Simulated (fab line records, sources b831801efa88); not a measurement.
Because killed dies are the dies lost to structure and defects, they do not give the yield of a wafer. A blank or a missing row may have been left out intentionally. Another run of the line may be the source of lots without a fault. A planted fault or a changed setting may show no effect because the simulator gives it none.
Check of tool commonality ; flow sky130 ; Sampled: 11 lots, 36 wafers

WHY IT WAS OPENED
At SKY_VT_ADJUST_LVTN_TW_MEAS_21 the reading VT_ADJUST_LVTN_2_TW is flagged on 1 of 11 lots. Wafers without a fault read 188.4, standard deviation 1.6.
Rule: a lot is flagged in two cases, either no wafer of it has a number, or all its wafers with numbers fall more than 4 standard deviations from that mean. The rest of the lots are taken to be sound.

lot;measured;on;VT_ADJUST_LVTN_2_TW, wafer by wafer;flag
L784;day 7 20:16;filmMetro-03;184.4 184.9 186.1;
L786;day 8 07:50;filmMetro-02;189.3 189.3 189.3;
L787;day 8 11:53;filmMetro-02;189.3 190.3 189.1;
L791;day 9 17:13;filmMetro-02;189.6 188.9 190.2;
L792;day 10 01:35;filmMetro-02;190.2 190.0 189.5;
L793;day 10 09:13;filmMetro-03;29.7 29.8 29.6 29.9 29.8 29.7;FLAGGED
L795;day 11 08:47;filmMetro-03;186.0 185.0 185.6;
L796;day 11 09:04;filmMetro-02;187.4 188.1 188.6;
L797;day 11 12:44;filmMetro-01;190.2 189.9 188.8;
L805;day 13 18:28;filmMetro-02;187.3 188.3 188.2;
L806;day 14 00:41;filmMetro-01;189.2 187.6 189.3;
On average the flagged lots read 29.8, which is -158.7 against the usual, or -99 or more standard deviations.

TOOL THAT RAN EACH LOT
2 process steps preceding the reading are held in the record, out of 708 steps in the route. Each cell gives the tool, then ch followed by the chambers the sampled wafers passed through, then the start.
lot;flag;SKY_VT_ADJUST_LVTN_STRIP_09;SKY_VT_ADJUST_LVTN_STRIP_20
L784;;plasmaAsher-01 ch 0, day 7 00:01;plasmaAsher-03 ch 0,1, day 7 20:10
L786;;plasmaAsher-01 ch 0,1, day 7 11:19;plasmaAsher-04 ch 0,1, day 8 07:43
L787;;plasmaAsher-01 ch 0,1, day 7 15:12;plasmaAsher-01 ch 0,1, day 8 11:47
L791;;plasmaAsher-03 ch 0,1, day 8 19:52;plasmaAsher-03 ch 0,1, day 9 17:07
L792;;plasmaAsher-03 ch 0,1, day 9 04:07;plasmaAsher-01 ch 0,1, day 10 01:28
L793;FLAGGED;plasmaAsher-04 ch 1, day 9 10:31;plasmaAsher-01 ch 0,1, day 10 09:07
L795;;plasmaAsher-03 ch 0,1, day 10 09:40;plasmaAsher-03 ch 0,1, day 11 08:40
L796;;plasmaAsher-01 ch 0,1, day 10 10:01;plasmaAsher-01 ch 0,1, day 11 08:58
L797;;plasmaAsher-03 ch 0,1, day 10 13:13;plasmaAsher-01 ch 0,1, day 11 12:37
L805;;plasmaAsher-04 ch 0,1, day 12 16:58;plasmaAsher-01 ch 0,1, day 13 18:22
L806;;plasmaAsher-04 ch 0,1, day 12 23:46;plasmaAsher-03 ch 0, day 14 00:34
These steps, and what they do:
- SKY_VT_ADJUST_LVTN_STRIP_09: strips in O2/N2.
- SKY_VT_ADJUST_LVTN_STRIP_20: strips in O2/N2.
- SKY_VT_ADJUST_LVTN_TW_MEAS_21

FLAGGED AGAINST TOTAL, ONE TOOL AT A TIME (gauges that did the reading follow at the end)
step;tool;lots run;flagged;share of the flagged lots;sound lots run after its first flagged lot
SKY_VT_ADJUST_LVTN_STRIP_09;plasmaAsher-01;4;0;none;-
SKY_VT_ADJUST_LVTN_STRIP_09;plasmaAsher-03;4;0;none;-
SKY_VT_ADJUST_LVTN_STRIP_09;plasmaAsher-04;3;1;all;2 (L805,L806)
SKY_VT_ADJUST_LVTN_STRIP_20;plasmaAsher-01;6;1;all;3 (L796,L797,L805)
SKY_VT_ADJUST_LVTN_STRIP_20;plasmaAsher-03;4;0;none;-
SKY_VT_ADJUST_LVTN_STRIP_20;plasmaAsher-04;1;0;none;-
SKY_VT_ADJUST_LVTN_TW_MEAS_21;filmMetro-01;2;0;none;-
SKY_VT_ADJUST_LVTN_TW_MEAS_21;filmMetro-02;6;0;none;-
SKY_VT_ADJUST_LVTN_TW_MEAS_21;filmMetro-03;3;1;all;1 (L795)

WHAT IS ALLOWED BY THE TABLE
Rows of the table that ran every flagged lot, 3 in all: plasmaAsher-04 at SKY_VT_ADJUST_LVTN_STRIP_09, plasmaAsher-01 at SKY_VT_ADJUST_LVTN_STRIP_20, filmMetro-03 at SKY_VT_ADJUST_LVTN_TW_MEAS_21.
- plasmaAsher-04 at SKY_VT_ADJUST_LVTN_STRIP_09 ran 3 lots, 1 of them flagged. After the first flagged lot (L805, L806), sound lots still ran on it; a lasting fault on the whole tool would not permit that. Its own readings lie more than 4 standard deviations out on every wafer of the flagged lots: oesProductAu.
- plasmaAsher-01 at SKY_VT_ADJUST_LVTN_STRIP_20 ran 6 lots, 1 of them flagged. After the first flagged lot (L796, L797, L805), sound lots still ran on it; a lasting fault on the whole tool would not permit that. Its own readings lie more than 4 standard deviations out on every wafer of the flagged lots: stripTimeToEndpointS.
- filmMetro-03 at SKY_VT_ADJUST_LVTN_TW_MEAS_21 ran 3 lots, 1 of them flagged. After the first flagged lot (L795), sound lots still ran on it; a lasting fault on the whole tool would not permit that.
Every row of the table either missed a flagged lot or ran a sound lot after the first.

WHAT THE SIMULATOR HAD PUT IN
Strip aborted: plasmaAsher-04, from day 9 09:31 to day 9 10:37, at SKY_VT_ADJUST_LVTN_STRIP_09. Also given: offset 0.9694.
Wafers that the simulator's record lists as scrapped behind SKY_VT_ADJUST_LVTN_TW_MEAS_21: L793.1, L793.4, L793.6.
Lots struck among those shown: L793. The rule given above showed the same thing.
